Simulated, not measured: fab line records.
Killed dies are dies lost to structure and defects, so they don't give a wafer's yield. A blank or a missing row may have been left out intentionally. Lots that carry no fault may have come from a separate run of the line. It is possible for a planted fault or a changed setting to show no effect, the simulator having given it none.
Comparing a struck lot with a sound one ; flow sfq-line ; 21 steps out of a route of 325
Sound: the wafers L110.2, L110.3, L110.5. The struck wafers were L106.1, L106.2, L106.6. The cause is named last.
Each step with rows lists, per side, the tool, then ch with its chambers, then its first start. Under that, the readings that differ: sound wafers ; struck wafers ; difference of the means ; sigmas: that difference in standard deviations of wafers without a fault.
alike: same words and numbers on both sides, and readings whose means sit less than 2 such deviations apart. not compared: any withheld reading, any reading some wafer has no value for, any bound like >300 that may hide the same value, and any number with overlapping values for which the record gives no deviation.
The two part at a step that has a row with sigmas, a row that says differs or no value, or rows on one side only. Numbers that have no deviation but don't overlap get no sigmas and don't part them. A reading that every wafer of one side lacks parts them only if that side has two wafers or more.

SFQ_INCOMING_BOW_MEAS_900:
  sound on film-metro-03, day 5 14:01; struck on film-metro-01, day 4 18:00
  alike: INCOMING_BOW
then, 1 step without rows for these wafers: SFQ_TRILAYER_INCOMING_OXIDATION_002 (target thk 500 nm, ox time 4939 s).
SFQ_TRILAYER_L0_DEP_SPUTTER_003: material MoNx KI, target thk 40 nm, time 100 s.
  sound on pvd-sputter-03, day 5 16:29; struck on pvd-sputter-04, day 4 20:29
  alike: throttle-valve-pct
SFQ_L0_RS_MEAS_901: uses a four-point probe to measure.
  sound on film-metro-03, day 5 16:35; struck on film-metro-02, day 4 20:34
  alike: L0_MONX_KI_RS
SFQ_L0_THK_MEAS_902: measures by xrf.
  sound on film-metro-03, day 5 16:41; struck on film-metro-02, day 4 20:41
  alike: L0_MONX_KI_THK
then, 4 steps without rows for these wafers: SFQ_TRILAYER_L0_LITHO_COAT_010 (resist thk 62 nm); SFQ_TRILAYER_L0_LITHO_COAT_005 (resist thk 600 nm); SFQ_TRILAYER_L0_LITHO_SOFTBAKE_009; SFQ_TRILAYER_L0_LITHO_EXPOSE_006 (exposes mask L0, target cd 2000 nm).
-- the record jumps here: 3 days lie between the struck wafers' starts before and after --
SFQ_TRILAYER_L0_LITHO_PEB_008: peb time 60 s.
  sound on litho-track-02 ch 0, day 8 11:31; struck on litho-track-04 ch 0, day 7 10:49
reading;sound;struck;difference;sigmas
heater-power-total-W (W);79.05 79.19 79.21;65.94 65.97 66.04;-13.17;-99 or more
plate-temp-C (C);115.03 115.05 114.96;100.51 100.55 100.39;-14.53;-99 or more
then, 1 step without rows for these wafers: SFQ_TRILAYER_L0_LITHO_DEVELOP_007 (time 60 s).
SFQ_TRILAYER_L0_BARC_OPEN_METAL_ETCH_010: etches BARC in O2, target depth 125 nm, time 41.7 s.
  sound on rie-metal-04 ch 0, day 8 11:49; struck on rie-metal-01 ch 0,1, day 7 11:07
  alike: drypump-motor-current-A, oes-product-au
  not compared: rf-hours-counter-h
SFQ_TRILAYER_L0_ETCH_METAL_ETCH_008: etches MoNx KI in SF6/O2, stops on SiO2, target depth 50 nm, time 25 s.
  sound on rie-metal-04 ch 0, day 8 11:56; struck on rie-metal-01 ch 0,1, day 7 11:11
reading;sound;struck;difference;sigmas
drypump-motor-current-A (A);6.5 6.4 6.5;5.6 5.4 5.6;-0.9;-2
  alike: oes-product-au
  not compared: rf-hours-counter-h
SFQ_TRILAYER_L0_STRIP_STRIP_009: strips in O2.
  sound on rie-metal-04 ch 0, day 8 12:13; struck on rie-metal-01 ch 0,1, day 7 11:13
reading;sound;struck;difference;sigmas
drypump-motor-current-A (A);6.5 6.5 6.4;5.6 5.4 5.6;-0.9;-2
  alike: oes-product-au
  not compared: rf-hours-counter-h
then, 1 step without rows for these wafers: SFQ_TRILAYER_L0_STRIP_SOLV_CLEAN_010 (cleans in NMP, time 600 s).
SFQ_TRILAYER_L0_CAP_PECVD_011: deposits SiO2 from SiH4/N2O, time 13.333 s, target thk 60 nm.
  sound on pecvd-03 ch 0,1, day 8 13:23; struck on pecvd-04 ch 1,2, day 7 12:01
  alike: heater-power-w, showerhead-vpp-V, throttle-valve-pct
then, 3 steps without rows for these wafers: SFQ_TRILAYER_L0_VIA_LITHO_COAT_018 (resist thk 62 nm); SFQ_TRILAYER_L0_VIA_LITHO_COAT_013 (resist thk 650 nm); SFQ_TRILAYER_L0_VIA_LITHO_SOFTBAKE_017.
-- the record jumps here: 4 days lie between the struck wafers' starts before and after --
SFQ_TRILAYER_L0_VIA_LITHO_EXPOSE_014: exposes mask L0V, target cd 700 nm.
  sound on krf-scanner-01 ch 0, day 12 23:41; struck on krf-scanner-01, day 11 15:05
  no value came back on the struck wafers for exposure-dose-mJ-cm2, focus-offset-nm (nm), reticle-temp-C (C); on the sound wafers exposure-dose-mJ-cm2 reads 21.273 21.327 21.311
  alike: mask
then, 1 step without rows for these wafers: SFQ_TRILAYER_L0_VIA_LITHO_PEB_016 (peb time 60 s).

## WHERE THEY PART
Earliest at SFQ_TRILAYER_L0_LITHO_PEB_008; latest, in this record, at SFQ_TRILAYER_L0_VIA_LITHO_EXPOSE_014.

WHY: whatever the simulator had introduced
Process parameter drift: litho-track-04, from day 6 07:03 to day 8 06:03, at SFQ_TRILAYER_L0_LITHO_PEB_008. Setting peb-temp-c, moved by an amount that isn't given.
